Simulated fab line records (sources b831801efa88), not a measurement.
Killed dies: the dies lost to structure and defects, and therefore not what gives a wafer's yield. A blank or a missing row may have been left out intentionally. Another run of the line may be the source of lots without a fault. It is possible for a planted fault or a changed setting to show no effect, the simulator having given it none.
The tool behind it: which one? / flow gf180mcu / 39 wafers from 13 lots sampled at 5 of the route's 602 steps

WHAT THE GAUGES READ, wafer by wafer
GF_V2_THK_MEAS_03. Usual: for V2_CVD_02_THK the level is 850 nm and the standard deviation is 9.8.
lot=L102; measured=day 19 16:35; on=filmMetro-04; V2_CVD_02_THK (nm)=834 853 854; flag=
lot=L103; measured=day 20 00:50; on=filmMetro-01; V2_CVD_02_THK (nm)=866 866 855; flag=
lot=L105; measured=day 20 21:17; on=filmMetro-04; V2_CVD_02_THK (nm)=845 852 854; flag=
lot=L108; measured=day 21 19:07; on=filmMetro-01; V2_CVD_02_THK (nm)=844 857 850; flag=
lot=L109; measured=day 22 15:08; on=filmMetro-02; V2_CVD_02_THK (nm)=840 846 846; flag=
lot=L110; measured=day 22 16:53; on=filmMetro-04; V2_CVD_02_THK (nm)=854 848 864; flag=
lot=L111; measured=day 23 01:04; on=filmMetro-02; V2_CVD_02_THK (nm)=838 847 840; flag=
lot=L112; measured=day 23 08:28; on=filmMetro-02; V2_CVD_02_THK (nm)=843 834 846; flag=
lot=L113; measured=day 23 22:53; on=filmMetro-04; V2_CVD_02_THK (nm)=842 857 849; flag=
lot=L114; measured=day 24 02:53; on=filmMetro-02; V2_CVD_02_THK (nm)=846 841 860; flag=
lot=L115; measured=day 24 10:11; on=filmMetro-02; V2_CVD_02_THK (nm)=852 851 868; flag=
lot=L116; measured=day 24 15:35; on=filmMetro-02; V2_CVD_02_THK (nm)=841 839 860; flag=
lot=L124; measured=day 27 03:00; on=filmMetro-04; V2_CVD_02_THK (nm)=835 400 870; flag=OFF

WHAT TOOL EACH LOT RAN ON (gives the tool, then ch and the chambers of the sampled wafers, and finally the start)
lot=L102; GF_V1_SPUTTER_21=pvdSputter-04, day 18 14:32; GF_M2_SPUTTER_04=pvdSputter-01, day 18 15:24; GF_M2_METAL_ETCH_16=rieMetal-02 ch 0,1, day 19 15:40; GF_V2_CVD_02=pecvd-04 ch 1,2, day 19 16:30
lot=L103; GF_V1_SPUTTER_21=pvdSputter-01, day 18 22:50; GF_M2_SPUTTER_04=pvdSputter-02, day 18 23:43; GF_M2_METAL_ETCH_16=rieMetal-02 ch 0,1, day 19 23:58; GF_V2_CVD_02=pecvd-02 ch 0,1,2, day 20 00:46
lot=L105; GF_V1_SPUTTER_21=pvdSputter-01, day 19 18:59; GF_M2_SPUTTER_04=pvdSputter-02, day 19 19:51; GF_M2_METAL_ETCH_16=rieMetal-04 ch 0,1, day 20 20:25; GF_V2_CVD_02=pecvd-02 ch 0,1, day 20 21:13
lot=L108; GF_V1_SPUTTER_21=pvdSputter-03, day 20 17:25; GF_M2_SPUTTER_04=pvdSputter-01, day 20 18:17; GF_M2_METAL_ETCH_16=rieMetal-01 ch 0,1, day 21 18:13; GF_V2_CVD_02=pecvd-03 ch 1,2, day 21 19:01
lot=L109; GF_V1_SPUTTER_21=pvdSputter-01, day 21 14:02; GF_M2_SPUTTER_04=pvdSputter-02, day 21 14:56; GF_M2_METAL_ETCH_16=rieMetal-02 ch 0,1, day 22 14:13; GF_V2_CVD_02=pecvd-02 ch 1,2, day 22 15:04
lot=L110; GF_V1_SPUTTER_21=pvdSputter-01, day 21 15:43; GF_M2_SPUTTER_04=pvdSputter-04, day 21 16:37; GF_M2_METAL_ETCH_16=rieMetal-01 ch 0, day 22 15:57; GF_V2_CVD_02=pecvd-02 ch 0,1, day 22 16:48
lot=L111; GF_V1_SPUTTER_21=pvdSputter-03, day 21 23:43; GF_M2_SPUTTER_04=pvdSputter-02, day 22 00:35; GF_M2_METAL_ETCH_16=rieMetal-01 ch 0,1, day 23 00:07; GF_V2_CVD_02=pecvd-04 ch 1,2, day 23 00:57
lot=L112; GF_V1_SPUTTER_21=pvdSputter-04, day 22 07:20; GF_M2_SPUTTER_04=pvdSputter-04, day 22 08:13; GF_M2_METAL_ETCH_16=rieMetal-04 ch 0,1, day 23 07:34; GF_V2_CVD_02=pecvd-03 ch 0,1,2, day 23 08:24
lot=L113; GF_V1_SPUTTER_21=pvdSputter-04, day 22 21:19; GF_M2_SPUTTER_04=pvdSputter-01, day 22 22:11; GF_M2_METAL_ETCH_16=rieMetal-04 ch 0,1, day 23 22:01; GF_V2_CVD_02=pecvd-03 ch 0,1,2, day 23 22:49
lot=L114; GF_V1_SPUTTER_21=pvdSputter-03, day 23 01:49; GF_M2_SPUTTER_04=pvdSputter-04, day 23 02:41; GF_M2_METAL_ETCH_16=rieMetal-02 ch 0,1, day 24 02:01; GF_V2_CVD_02=pecvd-04 ch 0,1,2, day 24 02:49
lot=L115; GF_V1_SPUTTER_21=pvdSputter-03, day 23 09:26; GF_M2_SPUTTER_04=pvdSputter-04, day 23 10:19; GF_M2_METAL_ETCH_16=rieMetal-02 ch 1, day 24 09:19; GF_V2_CVD_02=pecvd-02 ch 0,1,2, day 24 10:07
lot=L116; GF_V1_SPUTTER_21=pvdSputter-03, day 23 15:11; GF_M2_SPUTTER_04=pvdSputter-04, day 23 16:03; GF_M2_METAL_ETCH_16=rieMetal-02 ch 0,1, day 24 14:43; GF_V2_CVD_02=pecvd-03 ch 1,2, day 24 15:31
lot=L124; GF_V1_SPUTTER_21=pvdSputter-01, day 26 04:29; GF_M2_SPUTTER_04=pvdSputter-02, day 26 05:21; GF_M2_METAL_ETCH_16=rieMetal-02 ch 0,1, day 27 02:09; GF_V2_CVD_02=pecvd-02 ch 0,2, day 27 02:55
- GF_V1_SPUTTER_21: material Ti, target thk 15 nm, time 80.02 s.
- GF_M2_SPUTTER_04: material TiN, target thk 50 nm, time 41.7 s.
- GF_M2_METAL_ETCH_16: etches the open film in Cl2/BCl3, stops on SiO2, target depth 750.8 nm, time 125.1 s.
- GF_V2_CVD_02: deposits SiO2 from TEOS, target thk 850 nm, time 94.851 s.

WHAT THE TOOLS THEMSELVES READ (means of the sampled wafers that have a number; where no wafer has one, the mark that the record gives instead)
GF_V1_SPUTTER_21. Usual: 29.8 % for throttleValvePct, sd 1.1.
lot=L102; tool=pvdSputter-04; throttleValvePct (%)=29.0; flag=
lot=L103; tool=pvdSputter-01; throttleValvePct (%)=29.5; flag=
lot=L105; tool=pvdSputter-01; throttleValvePct (%)=29.6; flag=
lot=L108; tool=pvdSputter-03; throttleValvePct (%)=31.1; flag=
lot=L109; tool=pvdSputter-01; throttleValvePct (%)=29.6; flag=
lot=L110; tool=pvdSputter-01; throttleValvePct (%)=30.5; flag=
lot=L111; tool=pvdSputter-03; throttleValvePct (%)=30.5; flag=
lot=L112; tool=pvdSputter-04; throttleValvePct (%)=29.6; flag=
lot=L113; tool=pvdSputter-04; throttleValvePct (%)=29.8; flag=
lot=L114; tool=pvdSputter-03; throttleValvePct (%)=29.6; flag=
lot=L115; tool=pvdSputter-03; throttleValvePct (%)=29.8; flag=
lot=L116; tool=pvdSputter-03; throttleValvePct (%)=29.3; flag=
lot=L124; tool=pvdSputter-01; throttleValvePct (%)=29.4; flag=

GF_M2_SPUTTER_04. Usual: 29.8 % for throttleValvePct, sd 0.84.
lot=L102; tool=pvdSputter-01; throttleValvePct (%)=28.9; flag=
lot=L103; tool=pvdSputter-02; throttleValvePct (%)=29.8; flag=
lot=L105; tool=pvdSputter-02; throttleValvePct (%)=29.7; flag=
lot=L108; tool=pvdSputter-01; throttleValvePct (%)=30.6; flag=
lot=L109; tool=pvdSputter-02; throttleValvePct (%)=30.1; flag=
lot=L110; tool=pvdSputter-04; throttleValvePct (%)=30.1; flag=
lot=L111; tool=pvdSputter-02; throttleValvePct (%)=29.8; flag=
lot=L112; tool=pvdSputter-04; throttleValvePct (%)=29.7; flag=
lot=L113; tool=pvdSputter-01; throttleValvePct (%)=29.5; flag=
lot=L114; tool=pvdSputter-04; throttleValvePct (%)=29.5; flag=
lot=L115; tool=pvdSputter-04; throttleValvePct (%)=29.9; flag=
lot=L116; tool=pvdSputter-04; throttleValvePct (%)=29.7; flag=
lot=L124; tool=pvdSputter-02; throttleValvePct (%)=29.6; flag=

GF_M2_METAL_ETCH_16. Usual: drypumpMotorCurrentA 5.6 A, standard deviation 0.38; oesProductAu 0.990 a.u., standard deviation 0.005; throttleValvePct 28.230 %, standard deviation 0.0099.
lot=L102; tool=rieMetal-02; drypumpMotorCurrentA (A)=5.8; oesProductAu (a.u.)=0.990; throttleValvePct (%)=28.233; flag=
lot=L103; tool=rieMetal-02; drypumpMotorCurrentA (A)=5.7; oesProductAu (a.u.)=0.992; throttleValvePct (%)=28.234; flag=
lot=L105; tool=rieMetal-04; drypumpMotorCurrentA (A)=6.1; oesProductAu (a.u.)=0.989; throttleValvePct (%)=28.232; flag=
lot=L108; tool=rieMetal-01; drypumpMotorCurrentA (A)=5.4; oesProductAu (a.u.)=0.988; throttleValvePct (%)=28.229; flag=
lot=L109; tool=rieMetal-02; drypumpMotorCurrentA (A)=5.7; oesProductAu (a.u.)=0.995; throttleValvePct (%)=28.236; flag=
lot=L110; tool=rieMetal-01; drypumpMotorCurrentA (A)=5.6; oesProductAu (a.u.)=0.990; throttleValvePct (%)=28.228; flag=
lot=L111; tool=rieMetal-01; drypumpMotorCurrentA (A)=5.4; oesProductAu (a.u.)=0.992; throttleValvePct (%)=28.234; flag=
lot=L112; tool=rieMetal-04; drypumpMotorCurrentA (A)=6.1; oesProductAu (a.u.)=0.992; throttleValvePct (%)=28.227; flag=
lot=L113; tool=rieMetal-04; drypumpMotorCurrentA (A)=5.8; oesProductAu (a.u.)=0.987; throttleValvePct (%)=28.231; flag=
lot=L114; tool=rieMetal-02; drypumpMotorCurrentA (A)=5.7; oesProductAu (a.u.)=0.991; throttleValvePct (%)=28.234; flag=
lot=L115; tool=rieMetal-02; drypumpMotorCurrentA (A)=5.9; oesProductAu (a.u.)=0.984; throttleValvePct (%)=28.238; flag=
lot=L116; tool=rieMetal-02; drypumpMotorCurrentA (A)=5.7; oesProductAu (a.u.)=0.984; throttleValvePct (%)=28.227; flag=
lot=L124; tool=rieMetal-02; drypumpMotorCurrentA (A)=5.7; oesProductAu (a.u.)=0.989; throttleValvePct (%)=28.238; flag=

GF_V2_CVD_02. Usual: heaterPowerOuterW 407 W, standard deviation 64; heaterPowerW 703 W, standard deviation 94.
lot=L102; tool=pecvd-04; heaterPowerOuterW (W)=446; heaterPowerW (W)=740; flag=
lot=L103; tool=pecvd-02; heaterPowerOuterW (W)=371; heaterPowerW (W)=657; flag=
lot=L105; tool=pecvd-02; heaterPowerOuterW (W)=318; heaterPowerW (W)=584; flag=
lot=L108; tool=pecvd-03; heaterPowerOuterW (W)=390; heaterPowerW (W)=699; flag=
lot=L109; tool=pecvd-02; heaterPowerOuterW (W)=325; heaterPowerW (W)=571; flag=
lot=L110; tool=pecvd-02; heaterPowerOuterW (W)=343; heaterPowerW (W)=655; flag=
lot=L111; tool=pecvd-04; heaterPowerOuterW (W)=455; heaterPowerW (W)=777; flag=
lot=L112; tool=pecvd-03; heaterPowerOuterW (W)=445; heaterPowerW (W)=739; flag=
lot=L113; tool=pecvd-03; heaterPowerOuterW (W)=443; heaterPowerW (W)=737; flag=
lot=L114; tool=pecvd-04; heaterPowerOuterW (W)=474; heaterPowerW (W)=783; flag=
lot=L115; tool=pecvd-02; heaterPowerOuterW (W)=383; heaterPowerW (W)=681; flag=
lot=L116; tool=pecvd-03; heaterPowerOuterW (W)=396; heaterPowerW (W)=699; flag=
lot=L124; tool=pecvd-02; heaterPowerOuterW (W)=383; heaterPowerW (W)=690; flag=

THE ANSWER, worked out from the rows above alone
Rule: take the mean of a lot's wafers that have a number; if it is more than 3 standard deviations from the usual mean, the lot is off. A lot without any number at a reading at which 4 lots or more have one is off too. Where the step has rows for the other lots, those lots are counted as sound. After the gauges, taken in route order, come the tools' own readings; for these a lot's mean is taken, as printed above. At the first step where some lot is off, the reading lying furthest off is the one used; lots without a number count as furthest.
Off: L124, at GF_V2_THK_MEAS_03 (V2_CVD_02_THK).
If a tool, at a process step before that reading, ran all the lots that are off and no sound lot after the first of them, it fits. Gauges at GF_V2_THK_MEAS_03: tried the same way as those tools. Can't be told from this: 5 tools fit, pvdSputter-01 at GF_V1_SPUTTER_21, pvdSputter-02 at GF_M2_SPUTTER_04, rieMetal-02 at GF_M2_METAL_ETCH_16, pecvd-02 at GF_V2_CVD_02, filmMetro-04 at GF_V2_THK_MEAS_03.

WHAT WAS PUT IN BY THE SIMULATOR
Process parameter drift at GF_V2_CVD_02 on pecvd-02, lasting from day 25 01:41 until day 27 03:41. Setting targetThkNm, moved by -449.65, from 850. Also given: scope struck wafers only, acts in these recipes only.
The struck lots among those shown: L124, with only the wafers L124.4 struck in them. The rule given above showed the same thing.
